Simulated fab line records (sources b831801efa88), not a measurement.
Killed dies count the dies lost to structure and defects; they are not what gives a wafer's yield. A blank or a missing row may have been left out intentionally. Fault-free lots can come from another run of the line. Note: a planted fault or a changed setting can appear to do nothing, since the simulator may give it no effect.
Comparing a struck lot with a sound one / flow gf180mcu / 17 out of 602 route steps
Sound: these wafers, L787.1, L787.2, L787.5. Wafers struck: L791.1, L791.3, L791.6. The cause is named last.
Each step with rows lists, per side, the tool, then ch with its chambers, then its first start. Under that, the readings that differ: sound wafers / struck wafers / difference of the means / sigmas: that difference in standard deviations of wafers without a fault.
alike: readings whose means differ by less than 2 such deviations, and words and numbers that are the same on both sides. not compared: withheld readings, readings that some wafer has no value for, bounds like >300 that may hide the same value, and numbers for which the record gives no deviation and whose values overlap.
A row with sigmas, a row that says differs or no value, or rows on one side alone: a step with any of these is where the two part. When numbers do not overlap yet have no deviation, they are printed without sigmas and do not part them. Lack of a reading on every wafer of one side parts them only where that side has two or more wafers.

GF_MIM_SPUTTER_04: material TiN, target thk 50 nm, time 41.7 s.
  struck on pvd-sputter-02, day 26 23:58; sound on pvd-sputter-01, day 25 07:37
  alike: throttle-valve-pct
then, 1 step without rows for these wafers: GF_MIM_CVD_05 (deposits Si3N4, target thk 42 nm, time 29.086 s).
GF_MIM_THK_MEAS_06:
  struck on film-metro-02, day 27 00:04; sound on film-metro-04, day 25 07:41
  alike: MIM_CVD_05_THK
GF_MIM_SPUTTER_07: material TiN, target thk 60 nm, time 50 s.
  struck on pvd-sputter-01, day 27 00:07; sound on pvd-sputter-01, day 25 07:44
  alike: throttle-valve-pct
GF_MIM_SPUTTER_08: material AlCu, target thk 200 nm, time 10.6 s.
  struck on pvd-sputter-01, day 27 00:10; sound on pvd-sputter-01, day 25 07:47
  alike: throttle-valve-pct
GF_MIM_SPUTTER_09: material TiN, target thk 35 nm, time 29.2 s.
  struck on pvd-sputter-01, day 27 00:11; sound on pvd-sputter-01, day 25 07:49
  alike: throttle-valve-pct
GF_MIM_RS_MEAS_10: measurement is done with a four-point probe.
  struck on film-metro-01, day 27 00:13; sound on film-metro-02, day 25 07:50
  alike: MIM_ALCU_RS
GF_MIM_THK_MEAS_11: measures by xrf.
  struck on film-metro-01, day 27 00:20; sound on film-metro-02, day 25 07:58
  alike: MIM_ALCU_THK
then, 4 steps without rows for these wafers: GF_MIM_DEHYDRATE_12 (time 60 s); GF_MIM_HMDS_13 (prime time 60 s); GF_MIM_COAT_14 (resist thk 1000 nm); GF_MIM_SOFTBAKE_15 (time 60 s).
GF_MIM_EXPOSE_16: exposes mask FuseTop, target cd 2000 nm.
  struck on iline-stepper-01, day 27 10:04; sound on iline-stepper-02 ch 0, day 25 18:16
  no value came back on the struck wafers for exposure-dose-mJ-cm2, focus-offset-nm (nm), sigma-outer; on the sound wafers exposure-dose-mJ-cm2 reads 139.92 140.27 140.27
  alike: mask
then, 2 steps without rows for these wafers: GF_MIM_PEB_17; GF_MIM_DEVELOP_18 (develop time 60 s).
GF_MIM_METAL_ETCH_19: etches the open film in Cl2/BCl3, stops on Si3N4, target depth 324.5 nm, time 54.1 s.
  sound on rie-metal-02 ch 0,1, day 26 04:17; struck on rie-metal-03 ch 0,1, day 27 19:41
reading=drypump-motor-current-A (A); sound=5.0 5.0 5.0; struck=5.8 5.8 5.7; difference=+0.8; sigmas=+2
  alike: he-backside-leak-sccm, oes-product-au, throttle-valve-pct
  not compared: rf-hours-counter-h, model.MIM.cd-nm
GF_MIM_STRIP_20: strips in O2/N2.
  sound on plasma-asher-02 ch 0,1, day 26 04:22; struck on plasma-asher-04 ch 0,1, day 27 19:47
reading=heater-power-w (W); sound=411 396 397; struck=317 315 326; difference=-82; sigmas=-2
  alike: drypump-motor-current-A, oes-product-au, strip-time-to-endpoint-s
  not compared: rf-hours-counter-h

## WHERE THEY PART
Last at GF_MIM_STRIP_20 as far as this record goes, first at GF_MIM_EXPOSE_16.

WHY: what had been put in by the simulator
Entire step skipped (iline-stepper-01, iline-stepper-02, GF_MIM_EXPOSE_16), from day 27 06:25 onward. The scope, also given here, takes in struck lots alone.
